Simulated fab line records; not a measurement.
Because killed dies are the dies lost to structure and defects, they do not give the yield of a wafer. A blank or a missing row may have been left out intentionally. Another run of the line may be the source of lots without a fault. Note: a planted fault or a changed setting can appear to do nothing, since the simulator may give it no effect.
fab line records ; flow gf180mcu ; part 1 of 2: steps 1 to 30 of 39
record: lots: 5; wafers: 15; last_day: 34
route steps=602 shown V3@439 M4@456 V4@476
lots that met no fault: from a run of the same line without faults
start_h: hours from the record's opening day to when the first of the lot's shown wafers began ; wait_h: hours since the lot's step before ; " same as the row above ; L1.1+2: several wafers, shown together as one row ; - either no value or no given start ; * or withheld: withheld ; < > ~ a bound
route shown NAME@n: NAME is a module with steps in the file, n the number in the route of the first one ; usual: mean and standard deviation over wafers with no fault ; same: alike in all rows ; chamber/n: place in a boat ; sites: readings site by site ; _std_site: standard deviation of those values ; _edge_site: mean of outer sites minus mean of inner sites ; radius_mm: how far each site lies from the wafer's centre ; mask NAME#n: copy n ; behind: the last tool/chamber to shape the wafer ; hold: cause of the lot's hold/its duration in hours/its outcome ; device: names the non-switching transistor (n, p or np) ; end of line: tests run on the same wafers once the route is complete ; step lacking rows: just its recipe ; killed: the dies lost at the first sort to structure and to defects; this is not the yield of the wafer ; map: a wafer's dies, x killed, . not, _ none there
set.NAME: the run value of the setting; set.NAME@STEP: its run value at that earlier step ; model.NAME: the simulator's own value behind a step, which no gauge read
lots at some steps of the route; a table a step, a row a wafer
services: a tool's chamber out of use, with start hour (start_h, from the record's first day; less than 0 if before it), hours out, and reason
== steps ==
step: GF_V3_SOFTBAKE_10
recipe: temp_c: 130; time_s: 60; resist: KrF
lot.wafer;tool;chamber;start_h;wait_h
L075.3+4+5;litho_track-04;0;-;-
L076.2+4+5;litho_track-02;0;-;-
L079.2+3+4;litho_track-02;0;-;-
L085.1+2+4;litho_track-03;0;-;-
L096.2+5+6;litho_track-03;0;-;-
step: GF_V3_EXPOSE_11
recipe: mask_id: Via3; target_cd_nm: 260; na: 0.68; source_shape: conventional; sigma_outer: 0.6; dose_mj: 38
same: na: 0.68
lot.wafer;tool;chamber;start_h;wait_h;mask
L075.3+4+5;krf_scanner-01;0;-;-;Via3#0
L076.2+4+5;krf_scanner-01;0;-;-;Via3#0
L079.2+3+4;krf_scanner-01;0;-;-;Via3#0
L085.1+2+4;krf_scanner-02;0;-;-;Via3#0
L096.2+5+6;krf_scanner-02;0;-;-;Via3#0
step: GF_V3_PEB_12
recipe: peb_temp_c: 135; peb_time_s: 90; resist: KrF
lot.wafer;tool;chamber;start_h;wait_h
L075.3+4+5;litho_track-04;0;-;-
L076.2+4+5;litho_track-02;0;-;-
L079.2+3+4;litho_track-02;0;-;-
L085.1+2+4;litho_track-02;0;-;-
L096.2+5+6;litho_track-04;0;-;-
step: GF_V3_DEVELOP_13
recipe: develop_time_s: 60; resist: KrF; dev_temp_c: 21
lot.wafer;tool;chamber;start_h;wait_h
L075.3+4+5;litho_track-04;0;533.00;0.1
L076.2+4+5;litho_track-02;0;539.69;0.2
L079.2+3+4;litho_track-02;0;575.24;0.2
L085.1+2+4;litho_track-02;0;616.61;0.2
L096.2+5+6;litho_track-04;0;693.02;0.2
step: GF_V3_CD_MEAS_14
recipe: target_cd_nm: 260
usual: cd_nm: 259.8/1.5
lot.wafer;tool;chamber;start_h;wait_h;cd_nm
L075.3;cd_sem-02;-;533.14;0.1;260.6
L075.4;cd_sem-02;-;533.14;0.1;260.0
L075.5;cd_sem-02;-;533.14;0.1;260.9
L076.2;cd_sem-01;-;539.83;0.1;262.2
L076.4;cd_sem-01;-;539.83;0.1;262.8
L076.5;cd_sem-01;-;539.83;0.1;262.4
L079.2;cd_sem-01;-;575.38;0.1;259.7
L079.3;cd_sem-01;-;575.38;0.1;258.5
L079.4;cd_sem-01;-;575.38;0.1;260.1
L085.1;cd_sem-02;-;616.76;0.1;259.4
L085.2;cd_sem-02;-;616.76;0.1;260.5
L085.4;cd_sem-02;-;616.76;0.1;259.8
L096.2;cd_sem-01;-;693.20;0.2;260.5
L096.5;cd_sem-01;-;693.20;0.2;260.8
L096.6;cd_sem-01;-;693.20;0.2;260.4
step: GF_V3_OVL_MEAS_15
usual: V3_OVL: -3/6.3
lot.wafer;tool;chamber;start_h;wait_h;V3_OVL[nm]
L075.3;overlay-01;-;533.23;0.1;-12
L075.4;overlay-01;-;533.23;0.1;-13
L075.5;overlay-01;-;533.23;0.1;-18
L076.2;overlay-01;-;539.94;0.1;-6
L076.4;overlay-01;-;539.94;0.1;-8
L076.5;overlay-01;-;539.94;0.1;-5
L079.2;overlay-01;-;575.49;0.1;-2
L079.3;overlay-01;-;575.49;0.1;-8
L079.4;overlay-01;-;575.49;0.1;-1
L085.1;overlay-01;-;616.88;0.1;3
L085.2;overlay-01;-;616.88;0.1;7
L085.4;overlay-01;-;616.88;0.1;-5
L096.2;overlay-02;-;693.31;0.1;6
L096.5;overlay-02;-;693.31;0.1;10
L096.6;overlay-02;-;693.31;0.1;2
step: GF_V3_ETCH_16
recipe: chemistry: N2/H2; target_depth_a: withheld; overetch_a: withheld; time_s: withheld; target: BARC; ion_energy_ev: 200; source_w: 500; bias_w: 100; pressure_mtorr: 30; n2_flow_sccm: 100; h2_flow_sccm: 200
usual: drypump_motor_current_A: 5.5/0.36; oes_product_au: 0.854/0.0051; throttle_valve_pct: 13.225/0.0089
lot.wafer;tool;chamber;start_h;wait_h;drypump_motor_current_A;oes_product_au;throttle_valve_pct
L075.3;rie_diel-03;0;533.26;0.0;5.5;0.850;13.220
L075.4;rie_diel-03;3;533.26;0.0;5.6;0.847;13.204
L075.5;rie_diel-03;1;533.26;0.0;5.5;0.856;13.221
L076.2;rie_diel-03;0;539.97;0.0;5.5;0.852;13.230
L076.4;rie_diel-03;2;539.97;0.0;5.4;0.855;13.218
L076.5;rie_diel-03;0;539.97;0.0;5.5;0.847;13.235
L079.2;rie_diel-03;2;575.52;0.0;5.4;0.849;13.235
L079.3;rie_diel-03;1;575.52;0.0;5.6;0.865;13.208
L079.4;rie_diel-03;0;575.52;0.0;5.5;0.852;13.221
L085.1;rie_diel-02;3;616.92;0.0;4.9;0.858;13.220
L085.2;rie_diel-02;0;616.92;0.0;5.0;0.851;13.239
L085.4;rie_diel-02;2;616.92;0.0;5.4;0.852;13.230
L096.2;rie_diel-02;0;693.34;0.0;5.0;0.852;13.232
L096.5;rie_diel-02;1;693.34;0.0;5.7;0.860;13.220
L096.6;rie_diel-02;2;693.34;0.0;5.4;0.858;13.215
step: GF_V3_ETCH_17
recipe: chemistry: C4F8/O2/Ar; mask_material: KrF; target: SiO2; stop_on: TiN; source_w: 1500; bias_w: 1200; pressure_mtorr: 40; c4f8_flow_sccm: withheld; O2_flow_sccm: 6; Ar_flow_sccm: 300; time_s: withheld; target_depth_a: 6350
usual: oes_product_au: 0.856/0.0042
lot.wafer;tool;chamber;start_h;wait_h;oes_product_au
L075.3;rie_diel-03;0;-;-;0.856
L075.4;rie_diel-03;3;-;-;0.858
L075.5;rie_diel-03;1;-;-;0.854
L076.2;rie_diel-03;0;-;-;0.855
L076.4;rie_diel-03;2;-;-;0.857
L076.5;rie_diel-03;0;-;-;0.853
L079.2;rie_diel-03;2;-;-;0.860
L079.3;rie_diel-03;1;-;-;0.862
L079.4;rie_diel-03;0;-;-;0.852
L085.1;rie_diel-02;3;-;-;0.857
L085.2;rie_diel-02;0;-;-;0.850
L085.4;rie_diel-02;2;-;-;0.856
L096.2;rie_diel-02;0;-;-;0.865
L096.5;rie_diel-02;1;-;-;0.854
L096.6;rie_diel-02;2;-;-;0.856
step: GF_V3_STRIP_18
recipe: chemistry: O2/N2; power_w: 1400; pressure_mtorr: 1500; platen_temp_c: 250; o2_flow_sccm: 3000; n2_flow_sccm: 300; overash_fraction: 0.5
usual: drypump_motor_current_A: 6.0/0.45; heater_power_w: 328/30; oes_product_au: 0.592/0.0048
lot.wafer;tool;chamber;start_h;wait_h;drypump_motor_current_A;heater_power_w;oes_product_au;rf_hours_counter_h
L075.3;plasma_asher-01;1;533.42;-;6.4;368;0.589;-
L075.4;plasma_asher-01;0;533.42;-;5.3;329;0.589;-
L075.5;plasma_asher-01;1;533.42;-;6.5;366;0.591;-
L076.2;plasma_asher-02;1;540.10;-;6.5;279;0.590;93
L076.4;plasma_asher-02;1;540.10;-;6.5;281;0.595;-
L076.5;plasma_asher-02;0;540.10;-;5.8;307;0.585;-
L079.2;plasma_asher-01;0;575.65;-;5.3;333;0.589;45
L079.3;plasma_asher-01;0;575.65;-;5.3;339;0.593;-
L079.4;plasma_asher-01;1;575.65;-;6.5;368;0.585;-
L085.1;plasma_asher-02;1;617.05;-;6.4;288;0.596;100
L085.2;plasma_asher-02;0;617.05;-;5.8;312;0.593;100
L085.4;plasma_asher-02;0;617.05;-;5.8;301;0.594;-
L096.2;plasma_asher-04;1;693.47;-;6.2;330;0.593;89
L096.5;plasma_asher-04;1;693.47;-;6.2;327;0.591;-
L096.6;plasma_asher-04;0;693.47;-;5.7;351;0.593;-
step: GF_V3_STRIP_19
recipe: chemistry: post_etch_residue_remover; time_s: 1200; temp_c: 72.5
usual: bath_heat_duty_pct: 14.2/1.2
lot.wafer;tool;chamber;start_h;wait_h;bath_heat_duty_pct
L075.3;wet_bench-04;0;533.49;0.0;12.6
L075.4;wet_bench-04;0;533.49;0.0;11.9
L075.5;wet_bench-04;0;533.49;0.0;12.7
L076.2;wet_bench-02;0;540.20;0.1;13.7
L076.4;wet_bench-02;0;540.20;0.1;13.7
L076.5;wet_bench-02;0;540.20;0.1;12.0
L079.2;wet_bench-02;0;575.75;0.1;12.2
L079.3;wet_bench-02;0;575.75;0.1;13.4
L079.4;wet_bench-02;0;575.75;0.1;12.1
L085.1;wet_bench-04;1;617.15;0.1;16.2
L085.2;wet_bench-04;1;617.15;0.1;16.3
L085.4;wet_bench-04;1;617.15;0.1;14.7
L096.2;wet_bench-02;2;693.57;0.1;15.2
L096.5;wet_bench-02;2;693.57;0.1;15.4
L096.6;wet_bench-02;2;693.57;0.1;15.0
step: GF_V3_CLEAN_20
recipe: chemistry: DIW; dry: n2_spin
lot.wafer;tool;chamber;start_h;wait_h
L075.3+4+5;wet_bench-03;2;533.86;0.0
L076.2+4+5;wet_bench-03;3;540.57;0.0
L079.2+3+4;wet_bench-04;2;576.12;0.0
L085.1+2+4;wet_bench-03;3;617.52;0.0
L096.2+5+6;wet_bench-03;1;693.94;0.0
step: GF_V3_SPUTTER_21
recipe: material: Ti; target_thk_nm: 15; chamber_pressure_pa: 5; power_w: 2500; substrate_temp_c: 200; time_s: 80.02
usual: throttle_valve_pct: 29.9/1.3
lot.wafer;tool;chamber;start_h;wait_h;throttle_valve_pct
L075.3;pvd_sputter-03;-;533.96;0.0;32.3
L075.4;pvd_sputter-03;-;533.96;0.0;31.1
L075.5;pvd_sputter-03;-;533.96;0.0;32.0
L076.2;pvd_sputter-03;-;540.66;0.0;29.9
L076.4;pvd_sputter-03;-;540.66;0.0;30.8
L076.5;pvd_sputter-03;-;540.66;0.0;29.9
L079.2;pvd_sputter-02;-;576.21;0.0;30.1
L079.3;pvd_sputter-02;-;576.21;0.0;30.2
L079.4;pvd_sputter-02;-;576.21;0.0;27.9
L085.1;pvd_sputter-02;-;617.62;0.0;29.8
L085.2;pvd_sputter-02;-;617.62;0.0;27.7
L085.4;pvd_sputter-02;-;617.62;0.0;30.7
L096.2;pvd_sputter-02;-;694.03;0.0;30.1
L096.5;pvd_sputter-02;-;694.03;0.0;30.5
L096.6;pvd_sputter-02;-;694.03;0.0;27.7
step: GF_V3_SPUTTER_22
recipe: material: TiN; target_thk_nm: 10; chamber_pressure_pa: 5; power_w: 4000; time_s: 40
usual: throttle_valve_pct: 29.9/1.3
lot.wafer;tool;chamber;start_h;wait_h;throttle_valve_pct
L075.3;pvd_sputter-03;-;534.02;0.0;31.8
L075.4;pvd_sputter-03;-;534.02;0.0;31.3
L075.5;pvd_sputter-03;-;534.02;0.0;32.1
L076.2;pvd_sputter-03;-;540.72;0.0;30.0
L076.4;pvd_sputter-03;-;540.72;0.0;31.0
L076.5;pvd_sputter-03;-;540.72;0.0;29.7
L079.2;pvd_sputter-02;-;576.27;0.0;29.9
L079.3;pvd_sputter-02;-;576.27;0.0;30.0
L079.4;pvd_sputter-02;-;576.27;0.0;27.4
L085.1;pvd_sputter-02;-;617.68;0.0;29.7
L085.2;pvd_sputter-02;-;617.68;0.0;27.7
L085.4;pvd_sputter-02;-;617.68;0.0;30.7
L096.2;pvd_sputter-02;-;694.10;0.0;30.0
L096.5;pvd_sputter-02;-;694.10;0.0;30.7
L096.6;pvd_sputter-02;-;694.10;0.0;27.5
step: GF_V3_CVD_23
recipe: material: W; target_thk_nm: 350; time_s: 104.9; temp_c: 400; pressure_torr: 40
usual: heater_power_w: 863/50; susceptor_temp_C: 400.05/0.21
lot.wafer;tool;chamber;start_h;wait_h;heater_power_w;susceptor_temp_C
L075.3;cvd_w-02;0;534.10;0.1;822;399.85
L075.4;cvd_w-02;1;534.10;0.1;910;399.97
L075.5;cvd_w-02;0;534.10;0.1;830;399.96
L076.2;cvd_w-01;1;540.76;0.0;820;400.43
L076.4;cvd_w-01;0;540.76;0.0;887;399.63
L076.5;cvd_w-01;0;540.76;0.0;911;399.92
L079.2;cvd_w-01;0;576.31;0.0;923;400.24
L079.3;cvd_w-01;0;576.31;0.0;920;400.00
L079.4;cvd_w-01;1;576.31;0.0;787;399.96
L085.1;cvd_w-02;1;617.72;0.0;874;400.02
L085.2;cvd_w-02;0;617.72;0.0;870;399.63
L085.4;cvd_w-02;0;617.72;0.0;831;399.90
L096.2;cvd_w-02;1;694.13;0.0;901;400.00
L096.5;cvd_w-02;0;694.13;0.0;836;399.94
L096.6;cvd_w-02;1;694.13;0.0;889;400.04
step: GF_V3_RS_MEAS_24
recipe: thk_meas_gauge: four-point-probe; reads: W_of_V3_CVD_23+TiN_of_V3_SPUTTER_22+Ti_of_V3_SPUTTER_21
usual: V3_W_RS: 0.323/0.0045
lot.wafer;tool;chamber;start_h;wait_h;V3_W_RS[ohm/sq]
L075.3;film_metro-03;-;534.21;0.1;0.317
L075.4;film_metro-03;-;534.21;0.1;0.322
L075.5;film_metro-03;-;534.21;0.1;0.317
L076.2;film_metro-02;-;540.90;0.1;0.327
L076.4;film_metro-02;-;540.90;0.1;0.321
L076.5;film_metro-02;-;540.90;0.1;0.321
L079.2;film_metro-03;-;576.45;0.1;0.319
L079.3;film_metro-03;-;576.45;0.1;0.320
L079.4;film_metro-03;-;576.45;0.1;0.327
L085.1;film_metro-02;-;617.83;0.1;0.329
L085.2;film_metro-02;-;617.83;0.1;0.321
L085.4;film_metro-02;-;617.83;0.1;0.322
L096.2;film_metro-04;-;694.27;0.1;0.331
L096.5;film_metro-04;-;694.27;0.1;0.322
L096.6;film_metro-04;-;694.27;0.1;0.329
step: GF_V3_THK_MEAS_25
recipe: thk_meas_gauge: xrf; reads: W_of_V3_CVD_23
usual: V3_W_THK: 365/6.6
lot.wafer;tool;chamber;start_h;wait_h;V3_W_THK[nm]
L075.3;film_metro-03;-;534.31;0.1;371
L075.4;film_metro-03;-;534.31;0.1;367
L075.5;film_metro-03;-;534.31;0.1;372
L076.2;film_metro-02;-;541.01;0.1;357
L076.4;film_metro-02;-;541.01;0.1;367
L076.5;film_metro-02;-;541.01;0.1;367
L079.2;film_metro-03;-;576.56;0.1;373
L079.3;film_metro-03;-;576.56;0.1;367
L079.4;film_metro-03;-;576.56;0.1;362
L085.1;film_metro-02;-;617.95;0.1;360
L085.2;film_metro-02;-;617.95;0.1;371
L085.4;film_metro-02;-;617.95;0.1;368
L096.2;film_metro-04;-;694.38;0.1;353
L096.5;film_metro-04;-;694.38;0.1;365
L096.6;film_metro-04;-;694.38;0.1;353
step: GF_V3_CMP_26
recipe: stop_on: SiO2; down_force_psi: 3.5; platen_rpm: 60; t_overpolish_s: 15; target_thk_nm: 0; pad_velocity_m_s: 0.94248
usual: edge_zone_pressure_frac: 1.001/0.0047; motor_current_A: 11.3/0.61; overpolish_run_s: 15.000/0.01; time_to_endpoint_s: 85/4.6
lot.wafer;tool;chamber;start_h;wait_h;edge_zone_pressure_frac;motor_current_A;overpolish_run_s;time_to_endpoint_s
L075.4;cmp-02;2;534.45;0.1;1.000;10.6;15.015;82
L075.3;cmp-02;3;534.45;0.1;0.995;11.6;14.987;88
L075.5;cmp-02;1;534.45;0.1;1.000;11.4;14.978;86
L076.2;cmp-01;3;541.06;0.0;0.998;11.3;15.009;91
L076.4;cmp-01;1;541.06;0.0;1.009;11.7;15.022;88
L076.5;cmp-01;3;541.06;0.0;1.002;11.6;15.002;91
L079.2;cmp-01;2;576.66;0.1;1.007;11.8;15.004;88
L079.4;cmp-01;3;576.66;0.1;0.999;11.4;14.998;91
L079.3;cmp-01;0;576.66;0.1;1.005;10.2;15.003;93
L085.4;cmp-02;2;618.01;0.0;1.000;11.0;15.007;83
L085.2;cmp-02;3;618.01;0.0;1.007;11.3;15.012;86
L085.1;cmp-02;0;618.01;0.0;0.992;10.2;15.004;76
L096.2;cmp-01;3;694.97;0.6;0.996;11.4;14.994;81
L096.5;cmp-01;0;694.97;0.6;0.999;10.7;14.994;85
L096.6;cmp-01;1;694.97;0.6;1.002;10.8;15.001;81
step: GF_M4_SPUTTER_00
recipe: material: Ti; target_thk_nm: 37.5; arriving_ion_energy_ev: 80; substrate_temp_c: 200; chamber_pressure_pa: 2; power_w: 4000; time_s: 150
usual: throttle_valve_pct: 30.1/1.3
lot.wafer;tool;chamber;start_h;wait_h;throttle_valve_pct
L075.3;pvd_sputter-04;-;534.65;0.1;28.9
L075.4;pvd_sputter-04;-;534.65;0.1;30.2
L075.5;pvd_sputter-04;-;534.65;0.1;28.7
L076.2;pvd_sputter-04;-;541.36;0.2;32.0
L076.4;pvd_sputter-04;-;541.36;0.2;30.0
L076.5;pvd_sputter-04;-;541.36;0.2;28.3
L079.2;pvd_sputter-04;-;576.91;0.2;32.1
L079.3;pvd_sputter-04;-;576.91;0.2;29.3
L079.4;pvd_sputter-04;-;576.91;0.2;30.1
L085.1;pvd_sputter-04;-;618.31;0.1;29.9
L085.2;pvd_sputter-04;-;618.31;0.1;31.9
L085.4;pvd_sputter-04;-;618.31;0.1;28.7
L096.2;pvd_sputter-04;-;695.12;0.1;28.1
L096.5;pvd_sputter-04;-;695.12;0.1;28.1
L096.6;pvd_sputter-04;-;695.12;0.1;30.3
step: GF_M4_SPUTTER_01
recipe: material: TiN; target_thk_nm: 30; power_w: 6500; time_s: 25; chamber_pressure_pa: 0.4
usual: throttle_valve_pct: 30.1/1.3
lot.wafer;tool;chamber;start_h;wait_h;throttle_valve_pct
L075.3;pvd_sputter-04;-;534.75;0.1;28.9
L075.4;pvd_sputter-04;-;534.75;0.1;29.9
L075.5;pvd_sputter-04;-;534.75;0.1;29.0
L076.2;pvd_sputter-04;-;541.46;0.1;32.2
L076.4;pvd_sputter-04;-;541.46;0.1;30.2
L076.5;pvd_sputter-04;-;541.46;0.1;28.1
L079.2;pvd_sputter-04;-;577.01;0.1;32.1
L079.3;pvd_sputter-04;-;577.01;0.1;29.1
L079.4;pvd_sputter-04;-;577.01;0.1;30.4
L085.1;pvd_sputter-04;-;618.41;0.1;30.0
L085.2;pvd_sputter-04;-;618.41;0.1;32.2
L085.4;pvd_sputter-04;-;618.41;0.1;28.8
L096.2;pvd_sputter-04;-;695.22;0.1;28.0
L096.5;pvd_sputter-04;-;695.22;0.1;28.5
L096.6;pvd_sputter-04;-;695.22;0.1;30.3
step: GF_M4_SPUTTER_02
recipe: material: AlCu; target_thk_nm: 450; power_w: 10600; time_s: 23.9; chamber_pressure_pa: 0.4
usual: throttle_valve_pct: 30.0/1.3
lot.wafer;tool;chamber;start_h;wait_h;throttle_valve_pct
L075.3;pvd_sputter-04;-;534.78;0.0;28.8
L075.4;pvd_sputter-04;-;534.78;0.0;30.0
L075.5;pvd_sputter-04;-;534.78;0.0;28.7
L076.2;pvd_sputter-04;-;541.49;0.0;32.0
L076.4;pvd_sputter-04;-;541.49;0.0;30.0
L076.5;pvd_sputter-04;-;541.49;0.0;28.1
L079.2;pvd_sputter-04;-;577.04;0.0;31.8
L079.3;pvd_sputter-04;-;577.04;0.0;28.8
L079.4;pvd_sputter-04;-;577.04;0.0;30.0
L085.1;pvd_sputter-04;-;618.44;0.0;30.0
L085.2;pvd_sputter-04;-;618.44;0.0;32.0
L085.4;pvd_sputter-04;-;618.44;0.0;28.8
L096.2;pvd_sputter-04;-;695.25;0.0;28.4
L096.5;pvd_sputter-04;-;695.25;0.0;28.2
L096.6;pvd_sputter-04;-;695.25;0.0;29.8
step: GF_M4_SPUTTER_03
recipe: material: Ti; target_thk_nm: 10; substrate_temp_c: 300; chamber_pressure_pa: 0.3; power_w: 3000; time_s: 6.7
usual: throttle_valve_pct: 30.0/1.3
lot.wafer;tool;chamber;start_h;wait_h;throttle_valve_pct
L075.3;pvd_sputter-04;-;534.81;0.0;28.8
L075.4;pvd_sputter-04;-;534.81;0.0;30.5
L075.5;pvd_sputter-04;-;534.81;0.0;29.0
L076.2;pvd_sputter-04;-;541.52;0.0;32.1
L076.4;pvd_sputter-04;-;541.52;0.0;30.0
L076.5;pvd_sputter-04;-;541.52;0.0;28.3
L079.2;pvd_sputter-04;-;577.07;0.0;32.1
L079.3;pvd_sputter-04;-;577.07;0.0;28.9
L079.4;pvd_sputter-04;-;577.07;0.0;30.2
L085.1;pvd_sputter-04;-;618.47;0.0;30.2
L085.2;pvd_sputter-04;-;618.47;0.0;32.1
L085.4;pvd_sputter-04;-;618.47;0.0;29.0
L096.2;pvd_sputter-04;-;695.28;0.0;28.3
L096.5;pvd_sputter-04;-;695.28;0.0;28.2
L096.6;pvd_sputter-04;-;695.28;0.0;30.1
step: GF_M4_SPUTTER_04
recipe: material: TiN; target_thk_nm: 50; power_w: 6500; time_s: 41.7; chamber_pressure_pa: 0.4
usual: throttle_valve_pct: 30.1/1.3
lot.wafer;tool;chamber;start_h;wait_h;throttle_valve_pct
L075.3;pvd_sputter-04;-;534.83;0.0;28.6
L075.4;pvd_sputter-04;-;534.83;0.0;30.0
L075.5;pvd_sputter-04;-;534.83;0.0;29.3
L076.2;pvd_sputter-04;-;541.54;0.0;32.1
L076.4;pvd_sputter-04;-;541.54;0.0;30.3
L076.5;pvd_sputter-04;-;541.54;0.0;28.4
L079.2;pvd_sputter-04;-;577.09;0.0;32.1
L079.3;pvd_sputter-04;-;577.09;0.0;29.0
L079.4;pvd_sputter-04;-;577.09;0.0;30.0
L085.1;pvd_sputter-04;-;618.49;0.0;30.1
L085.2;pvd_sputter-04;-;618.49;0.0;31.9
L085.4;pvd_sputter-04;-;618.49;0.0;28.6
L096.2;pvd_sputter-04;-;695.30;0.0;28.3
L096.5;pvd_sputter-04;-;695.30;0.0;28.2
L096.6;pvd_sputter-04;-;695.30;0.0;30.4
step: GF_M4_RS_MEAS_05
recipe: thk_meas_gauge: four-point-probe; reads: TiN_of_M4_SPUTTER_04+Ti_of_M4_SPUTTER_03+AlCu_of_M4_SPUTTER_02+TiN_of_M4_SPUTTER_01+Ti_of_M4_SPUTTER_00
usual: M4_ALCU_RS: 0.0696/0.00083
lot.wafer;tool;chamber;start_h;wait_h;M4_ALCU_RS[ohm/sq]
L075.3;film_metro-04;-;534.91;0.1;0.0693
L075.4;film_metro-04;-;534.91;0.1;0.0695
L075.5;film_metro-04;-;534.91;0.1;0.0697
L076.2;film_metro-01;-;541.60;0.0;0.0701
L076.4;film_metro-01;-;541.60;0.0;0.0694
L076.5;film_metro-01;-;541.60;0.0;0.0694
L079.2;film_metro-02;-;577.15;0.0;0.0705
L079.3;film_metro-02;-;577.15;0.0;0.0708
L079.4;film_metro-02;-;577.15;0.0;0.0708
L085.1;film_metro-02;-;618.53;0.0;0.0685
L085.2;film_metro-02;-;618.53;0.0;0.0686
L085.4;film_metro-02;-;618.53;0.0;0.0689
L096.2;film_metro-04;-;695.36;0.0;0.0687
L096.5;film_metro-04;-;695.36;0.0;0.0694
L096.6;film_metro-04;-;695.36;0.0;0.0689
step: GF_M4_THK_MEAS_06
recipe: thk_meas_gauge: xrf; reads: AlCu_of_M4_SPUTTER_02
usual: M4_ALCU_THK: 442/6.3
lot.wafer;tool;chamber;start_h;wait_h;M4_ALCU_THK[nm]
L075.3;film_metro-04;-;535.01;0.1;441
L075.4;film_metro-04;-;535.01;0.1;442
L075.5;film_metro-04;-;535.01;0.1;440
L076.2;film_metro-01;-;541.71;0.1;438
L076.4;film_metro-01;-;541.71;0.1;445
L076.5;film_metro-01;-;541.71;0.1;444
L079.2;film_metro-02;-;577.26;0.1;441
L079.3;film_metro-02;-;577.26;0.1;435
L079.4;film_metro-02;-;577.26;0.1;439
L085.1;film_metro-02;-;618.65;0.1;453
L085.2;film_metro-02;-;618.65;0.1;450
L085.4;film_metro-02;-;618.65;0.1;446
L096.2;film_metro-04;-;695.47;0.1;444
L096.5;film_metro-04;-;695.47;0.1;438
L096.6;film_metro-04;-;695.47;0.1;439
step: GF_M4_DEHYDRATE_07
recipe: temp_c: 200; time_s: 60
lot.wafer;tool;chamber;start_h;wait_h
L075.3+4+5;litho_track-04;0;545.50;10.5
L076.2+4+5;litho_track-02;0;552.84;11.1
L079.2+3+4;litho_track-02;0;587.19;9.9
L085.1+2+4;litho_track-02;0;628.71;10.0
L096.2+5+6;litho_track-04;0;704.22;8.7
step: GF_M4_HMDS_08
recipe: prime_time_s: 60; prime_temp_c: 120
lot.wafer;tool;chamber;start_h;wait_h
L075.3+4+5;litho_track-04;0;545.65;0.1
L076.2+4+5;litho_track-02;0;552.99;0.1
L079.2+3+4;litho_track-02;0;587.34;0.1
L085.1+2+4;litho_track-02;0;628.86;0.1
L096.2+5+6;litho_track-04;0;704.37;0.1
step: GF_M4_COAT_09
recipe: resist: KrF; spin_rpm: withheld; resist_thk_nm: 1000
lot.wafer;tool;chamber;start_h;wait_h
L075.3+4+5;litho_track-04;0;545.80;0.1
L076.2+4+5;litho_track-02;0;553.14;0.1
L079.2+3+4;litho_track-02;0;587.49;0.1
L085.1+2+4;litho_track-02;0;629.01;0.1
L096.2+5+6;litho_track-04;0;704.52;0.1
step: GF_M4_SOFTBAKE_10
recipe: temp_c: 130; time_s: 60; resist: KrF
lot.wafer;tool;chamber;start_h;wait_h
L075.3+4+5;litho_track-04;0;545.95;0.1
L076.2+4+5;litho_track-02;0;553.29;0.1
L079.2+3+4;litho_track-02;0;587.64;0.1
L085.1+2+4;litho_track-02;0;629.16;0.1
L096.2+5+6;litho_track-04;0;704.67;0.1
step: GF_M4_EXPOSE_11
recipe: mask_id: Metal4; target_cd_nm: 280; na: 0.68; source_shape: conventional; sigma_outer: 0.6; dose_mj: 28
same: na: 0.68
lot.wafer;tool;chamber;start_h;wait_h;mask
L075.3+4+5;krf_scanner-02;0;-;-;Metal4#0
L076.2+4+5;krf_scanner-01;0;-;-;Metal4#0
L079.2+3+4;krf_scanner-02;0;-;-;Metal4#0
L085.1+2+4;krf_scanner-02;0;-;-;Metal4#0
L096.2+5+6;krf_scanner-02;0;-;-;Metal4#0
step: GF_M4_PEB_12
recipe: peb_temp_c: 135; peb_time_s: 90; resist: KrF
lot.wafer;tool;chamber;start_h;wait_h
L075.3+4+5;litho_track-04;0;-;-
L076.2+4+5;litho_track-01;0;-;-
L079.2+3+4;litho_track-02;0;-;-
L085.1+2+4;litho_track-01;0;-;-
L096.2+5+6;litho_track-04;0;-;-
